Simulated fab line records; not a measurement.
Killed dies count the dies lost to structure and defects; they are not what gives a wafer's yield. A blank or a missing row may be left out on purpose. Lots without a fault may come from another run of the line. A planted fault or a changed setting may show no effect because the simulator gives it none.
Which tool was responsible? || flow sky130 || 33 wafers from 11 lots sampled at 5 of the route's 708 steps

WHAT THE GAUGES SHOWED, per wafer
SKY_SONOS_ONO_THK_MEAS_05.
{"lot": "L393", "measured": "day 12 04:14", "on": "film metro-01", "SONOS_ONO_CVD_04_THK (nm)": "5.94 5.89 6.01"}
{"lot": "L398", "measured": "day 13 04:32", "on": "film metro-02", "SONOS_ONO_CVD_04_THK (nm)": "5.81 5.73 5.75"}
{"lot": "L399", "measured": "day 13 09:42", "on": "film metro-01", "SONOS_ONO_CVD_04_THK (nm)": "5.71 5.74 5.81"}
{"lot": "L400", "measured": "day 13 21:43", "on": "film metro-02", "SONOS_ONO_CVD_04_THK (nm)": "5.63 5.65 5.54"}
{"lot": "L401", "measured": "day 14 08:24", "on": "film metro-01", "SONOS_ONO_CVD_04_THK (nm)": "5.70 5.55 5.70"}
{"lot": "L403", "measured": "day 14 12:36", "on": "film metro-02", "SONOS_ONO_CVD_04_THK (nm)": "5.63 5.75 5.82"}
{"lot": "L404", "measured": "day 15 00:50", "on": "film metro-02", "SONOS_ONO_CVD_04_THK (nm)": "7.63 7.38 6.16"}
{"lot": "L405", "measured": "day 15 06:10", "on": "film metro-02", "SONOS_ONO_CVD_04_THK (nm)": "7.76 6.81 6.23"}
{"lot": "L414", "measured": "day 19 06:14", "on": "film metro-02", "SONOS_ONO_CVD_04_THK (nm)": "5.73 5.68 5.79"}
{"lot": "L416", "measured": "day 19 10:32", "on": "film metro-01", "SONOS_ONO_CVD_04_THK (nm)": "5.53 5.52 5.64"}
{"lot": "L415", "measured": "day 19 15:27", "on": "film metro-03", "SONOS_ONO_CVD_04_THK (nm)": "5.90 5.77 5.79"}

SKY_LI_CONTACT_OVL_MEAS_13.
{"lot": "L393", "measured": "day 29 10:58", "on": "overlay-02", "LI_CONTACT_OVL (nm)": "5 3 9"}
{"lot": "L398", "measured": "day 30 15:37", "on": "overlay-02", "LI_CONTACT_OVL (nm)": "6 12 5"}
{"lot": "L399", "measured": "day 30 22:49", "on": "overlay-02", "LI_CONTACT_OVL (nm)": "6 7 2"}
{"lot": "L400", "measured": "day 31 07:01", "on": "overlay-02", "LI_CONTACT_OVL (nm)": "12 15 10"}
{"lot": "L401", "measured": "day 31 18:33", "on": "overlay-02", "LI_CONTACT_OVL (nm)": "4 -2 4"}
{"lot": "L403", "measured": "day 32 00:40", "on": "overlay-02", "LI_CONTACT_OVL (nm)": "12 4 4"}
{"lot": "L404", "measured": "day 32 18:21", "on": "overlay-02", "LI_CONTACT_OVL (nm)": "8 8 2"}
{"lot": "L405", "measured": "day 32 21:33", "on": "overlay-01", "LI_CONTACT_OVL (nm)": "1 -1 -9"}
{"lot": "L414", "measured": "day 36 14:04", "on": "overlay-02", "LI_CONTACT_OVL (nm)": "3 2 8"}
{"lot": "L416", "measured": "day 36 15:24", "on": "overlay-02", "LI_CONTACT_OVL (nm)": "11 10 5"}
{"lot": "L415", "measured": "day 36 23:49", "on": "overlay-02", "LI_CONTACT_OVL (nm)": "5 3 7"}

WHICH TOOL RAN EACH LOT (tool, then ch and the chambers of the sampled wafers, then the start)
{"lot": "L393", "SKY_FIELD_ISO_CMP_27": "cmp-02 ch 1,2,3, day 2 11:04", "SKY_SONOS_ONO_CVD_04": "lpcvd-03 ch 1, day 12 02:58", "SKY_LDD_HVP_STRIP_09": "plasma asher-04 ch 0,1, day 21 23:38"}
{"lot": "L398", "SKY_FIELD_ISO_CMP_27": "cmp-02 ch 1,2, day 3 14:04", "SKY_SONOS_ONO_CVD_04": "lpcvd-03 ch 0, day 13 03:16", "SKY_LDD_HVP_STRIP_09": "plasma asher-04 ch 1, day 23 11:24"}
{"lot": "L399", "SKY_FIELD_ISO_CMP_27": "cmp-02 ch 1,2,3, day 3 16:30", "SKY_SONOS_ONO_CVD_04": "lpcvd-03 ch 1, day 13 08:26", "SKY_LDD_HVP_STRIP_09": "plasma asher-01 ch 0,1, day 23 17:14"}
{"lot": "L400", "SKY_FIELD_ISO_CMP_27": "cmp-01 ch 1,2,3, day 3 23:23", "SKY_SONOS_ONO_CVD_04": "lpcvd-03 ch 0, day 13 19:50", "SKY_LDD_HVP_STRIP_09": "plasma asher-02 ch 0,1, day 24 04:07"}
{"lot": "L401", "SKY_FIELD_ISO_CMP_27": "cmp-02 ch 0,1,3, day 4 06:37", "SKY_SONOS_ONO_CVD_04": "lpcvd-03 ch 1, day 14 07:09", "SKY_LDD_HVP_STRIP_09": "plasma asher-02 ch 0,1, day 24 16:31"}
{"lot": "L403", "SKY_FIELD_ISO_CMP_27": "cmp-02 ch 1,3, day 4 11:47", "SKY_SONOS_ONO_CVD_04": "lpcvd-03 ch 0, day 14 11:21", "SKY_LDD_HVP_STRIP_09": "plasma asher-04 ch 0,1, day 24 22:51"}
{"lot": "L404", "SKY_FIELD_ISO_CMP_27": "cmp-01 ch 1,2, day 4 20:08", "SKY_SONOS_ONO_CVD_04": "lpcvd-03 ch 1, day 14 23:35", "SKY_LDD_HVP_STRIP_09": "plasma asher-01 ch 0,1, day 25 08:45"}
{"lot": "L405", "SKY_FIELD_ISO_CMP_27": "cmp-01 ch 1,3, day 5 00:29", "SKY_SONOS_ONO_CVD_04": "lpcvd-03 ch 1, day 15 04:55", "SKY_LDD_HVP_STRIP_09": "plasma asher-01 ch 0,1, day 25 14:27"}
{"lot": "L414", "SKY_FIELD_ISO_CMP_27": "cmp-01 ch 2,3, day 7 13:04", "SKY_SONOS_ONO_CVD_04": "lpcvd-03 ch 0, day 19 04:59", "SKY_LDD_HVP_STRIP_09": "plasma asher-04 ch 0,1, day 29 18:30"}
{"lot": "L416", "SKY_FIELD_ISO_CMP_27": "cmp-01 ch 2,3, day 7 15:04", "SKY_SONOS_ONO_CVD_04": "lpcvd-03 ch 0, day 19 09:17", "SKY_LDD_HVP_STRIP_09": "plasma asher-02 ch 0,1, day 29 19:10"}
{"lot": "L415", "SKY_FIELD_ISO_CMP_27": "cmp-01 ch 0,1,2, day 7 17:05", "SKY_SONOS_ONO_CVD_04": "lpcvd-03 ch 1, day 19 14:11", "SKY_LDD_HVP_STRIP_09": "plasma asher-02 ch 0,1, day 30 06:32"}
- SKY_FIELD_ISO_CMP_27: polishes, stops on Si3N4, t overpolish 16 s, target thk 457.8 nm.
- SKY_SONOS_ONO_CVD_04: deposits SiO2 from SiH4/N2O, target thk 5.7199 nm.
- SKY_LDD_HVP_STRIP_09: strips in O2/N2.

WHAT THE TOOLS THEMSELVES READ (means of the sampled wafers that have a number; where no wafer has one, the mark that the record gives instead)
SKY_FIELD_ISO_CMP_27.
{"lot": "L393", "tool": "cmp-02", "motor current A (A)": 12.5, "overpolish run s (s)": 16.009, "time to endpoint s (s)": 118}
{"lot": "L398", "tool": "cmp-02", "motor current A (A)": 13.0, "overpolish run s (s)": 15.993, "time to endpoint s (s)": 114}
{"lot": "L399", "tool": "cmp-02", "motor current A (A)": 12.6, "overpolish run s (s)": 16.000, "time to endpoint s (s)": 112}
{"lot": "L400", "tool": "cmp-01", "motor current A (A)": 13.6, "overpolish run s (s)": 16.004, "time to endpoint s (s)": 111}
{"lot": "L401", "tool": "cmp-02", "motor current A (A)": 11.8, "overpolish run s (s)": 15.996, "time to endpoint s (s)": 112}
{"lot": "L403", "tool": "cmp-02", "motor current A (A)": 12.1, "overpolish run s (s)": 15.997, "time to endpoint s (s)": 116}
{"lot": "L404", "tool": "cmp-01", "motor current A (A)": 13.4, "overpolish run s (s)": 15.996, "time to endpoint s (s)": 112}
{"lot": "L405", "tool": "cmp-01", "motor current A (A)": 13.2, "overpolish run s (s)": 16.001, "time to endpoint s (s)": 112}
{"lot": "L414", "tool": "cmp-01", "motor current A (A)": 12.9, "overpolish run s (s)": 15.996, "time to endpoint s (s)": 109}
{"lot": "L416", "tool": "cmp-01", "motor current A (A)": 14.0, "overpolish run s (s)": 16.001, "time to endpoint s (s)": 107}
{"lot": "L415", "tool": "cmp-01", "motor current A (A)": 13.3, "overpolish run s (s)": 15.997, "time to endpoint s (s)": 109}

SKY_SONOS_ONO_CVD_04.
{"lot": "L393", "tool": "lpcvd-03", "spike tc bottom C (C)": 917.3, "spike tc centre C (C)": 899.8, "spike tc lower C (C)": 901.0, "susceptor temp C (C)": 900.1, "zone power bottom pct (%)": 30.2, "zone power centre pct (%)": 19.6, "zone power lower pct (%)": 18.9}
{"lot": "L398", "tool": "lpcvd-03", "spike tc bottom C (C)": 917.3, "spike tc centre C (C)": 900.6, "spike tc lower C (C)": 899.8, "susceptor temp C (C)": 900.2, "zone power bottom pct (%)": 25.2, "zone power centre pct (%)": 18.2, "zone power lower pct (%)": 18.3}
{"lot": "L399", "tool": "lpcvd-03", "spike tc bottom C (C)": 916.6, "spike tc centre C (C)": 899.3, "spike tc lower C (C)": 901.1, "susceptor temp C (C)": 899.8, "zone power bottom pct (%)": 30.4, "zone power centre pct (%)": 19.8, "zone power lower pct (%)": 18.8}
{"lot": "L400", "tool": "lpcvd-03", "spike tc bottom C (C)": 916.0, "spike tc centre C (C)": 900.8, "spike tc lower C (C)": 899.7, "susceptor temp C (C)": 900.0, "zone power bottom pct (%)": 25.5, "zone power centre pct (%)": 18.2, "zone power lower pct (%)": 18.4}
{"lot": "L401", "tool": "lpcvd-03", "spike tc bottom C (C)": 916.4, "spike tc centre C (C)": 899.7, "spike tc lower C (C)": 900.8, "susceptor temp C (C)": 899.6, "zone power bottom pct (%)": 30.3, "zone power centre pct (%)": 20.0, "zone power lower pct (%)": 18.9}
{"lot": "L403", "tool": "lpcvd-03", "spike tc bottom C (C)": 915.8, "spike tc centre C (C)": 900.7, "spike tc lower C (C)": 899.2, "susceptor temp C (C)": 900.3, "zone power bottom pct (%)": 25.2, "zone power centre pct (%)": 18.2, "zone power lower pct (%)": 18.3}
{"lot": "L404", "tool": "lpcvd-03", "spike tc bottom C (C)": 907.9, "spike tc centre C (C)": 892.8, "spike tc lower C (C)": 958.2, "susceptor temp C (C)": 899.5, "zone power bottom pct (%)": 20.5, "zone power centre pct (%)": 8.6, "zone power lower pct (%)": 42.8}
{"lot": "L405", "tool": "lpcvd-03", "spike tc bottom C (C)": 907.4, "spike tc centre C (C)": 893.0, "spike tc lower C (C)": 958.5, "susceptor temp C (C)": 899.8, "zone power bottom pct (%)": 20.5, "zone power centre pct (%)": 8.7, "zone power lower pct (%)": 42.9}
{"lot": "L414", "tool": "lpcvd-03", "spike tc bottom C (C)": 917.9, "spike tc centre C (C)": 900.4, "spike tc lower C (C)": 900.1, "susceptor temp C (C)": 899.8, "zone power bottom pct (%)": 24.9, "zone power centre pct (%)": 18.1, "zone power lower pct (%)": 18.3}
{"lot": "L416", "tool": "lpcvd-03", "spike tc bottom C (C)": 917.2, "spike tc centre C (C)": 899.9, "spike tc lower C (C)": 899.3, "susceptor temp C (C)": 899.8, "zone power bottom pct (%)": 25.4, "zone power centre pct (%)": 18.2, "zone power lower pct (%)": 18.3}
{"lot": "L415", "tool": "lpcvd-03", "spike tc bottom C (C)": 917.6, "spike tc centre C (C)": 900.2, "spike tc lower C (C)": 901.2, "susceptor temp C (C)": 900.1, "zone power bottom pct (%)": 30.5, "zone power centre pct (%)": 19.6, "zone power lower pct (%)": 18.8}

SKY_LDD_HVP_STRIP_09.
{"lot": "L393", "tool": "plasma asher-04", "drypump motor current A (A)": 5.5, "o2 flow sccm (sccm)": 3002, "oes product au (a.u.)": 0.406, "strip time to endpoint s (s)": 4.135}
{"lot": "L398", "tool": "plasma asher-04", "drypump motor current A (A)": 5.1, "o2 flow sccm (sccm)": 2999, "oes product au (a.u.)": 0.409, "strip time to endpoint s (s)": 4.119}
{"lot": "L399", "tool": "plasma asher-01", "drypump motor current A (A)": 5.8, "o2 flow sccm (sccm)": 3005, "oes product au (a.u.)": 0.410, "strip time to endpoint s (s)": 4.133}
{"lot": "L400", "tool": "plasma asher-02", "drypump motor current A (A)": 5.8, "o2 flow sccm (sccm)": 3000, "oes product au (a.u.)": 0.405, "strip time to endpoint s (s)": 4.134}
{"lot": "L401", "tool": "plasma asher-02", "drypump motor current A (A)": 6.1, "o2 flow sccm (sccm)": 2993, "oes product au (a.u.)": 0.411, "strip time to endpoint s (s)": 4.133}
{"lot": "L403", "tool": "plasma asher-04", "drypump motor current A (A)": 5.8, "o2 flow sccm (sccm)": 3005, "oes product au (a.u.)": 0.407, "strip time to endpoint s (s)": 4.128}
{"lot": "L404", "tool": "plasma asher-01", "drypump motor current A (A)": 5.8, "o2 flow sccm (sccm)": 3007, "oes product au (a.u.)": 0.411, "strip time to endpoint s (s)": 4.154}
{"lot": "L405", "tool": "plasma asher-01", "drypump motor current A (A)": 5.8, "o2 flow sccm (sccm)": 3004, "oes product au (a.u.)": 0.410, "strip time to endpoint s (s)": 4.154}
{"lot": "L414", "tool": "plasma asher-04", "drypump motor current A (A)": 5.9, "o2 flow sccm (sccm)": 3008, "oes product au (a.u.)": 0.405, "strip time to endpoint s (s)": 4.138}
{"lot": "L416", "tool": "plasma asher-02", "drypump motor current A (A)": 5.8, "o2 flow sccm (sccm)": 3013, "oes product au (a.u.)": 0.405, "strip time to endpoint s (s)": 4.122}
{"lot": "L415", "tool": "plasma asher-02", "drypump motor current A (A)": 5.8, "o2 flow sccm (sccm)": 3006, "oes product au (a.u.)": 0.407, "strip time to endpoint s (s)": 4.136}

THE ANSWER, worked out from the rows above alone
Rule: what is usual is taken from the lots themselves. Put in order of their means at a reading, lots are off if they are a third of the lots or fewer, leave a main group of 4 or more, and stand apart from it by a gap of 3 or more times the standard deviation of the main group's means; of several such gaps the widest counts. The tables above print the reading to a certain number of digits; a main group whose means all agree to those digits is not used. A lot without any number at a reading at which 4 lots or more have one is off too. The other lots that the step has rows for count as sound. After the gauges, taken in route order, come the tools' own readings; for these a lot's mean is taken, as printed above. The first step at which some lot is off is used, and at that step the reading that is off furthest; a lot without a number counts as furthest.
Off: at SKY_SONOS_ONO_THK_MEAS_05 (SONOS_ONO_CVD_04_THK), L404, L405. The main group has a mean of 5.73 nm with a standard deviation of 0.11.
If a tool, at a process step before that reading, ran all the lots that are off and no sound lot after the first of them, it fits. Not tried: the gauges at SKY_SONOS_ONO_THK_MEAS_05; whatever is off there is also off at SKY_SONOS_ONO_CVD_04, on other tools, and gauge error can't account for it. Not one of the candidates tried fits.

WHAT WAS PUT IN BY THE SIMULATOR
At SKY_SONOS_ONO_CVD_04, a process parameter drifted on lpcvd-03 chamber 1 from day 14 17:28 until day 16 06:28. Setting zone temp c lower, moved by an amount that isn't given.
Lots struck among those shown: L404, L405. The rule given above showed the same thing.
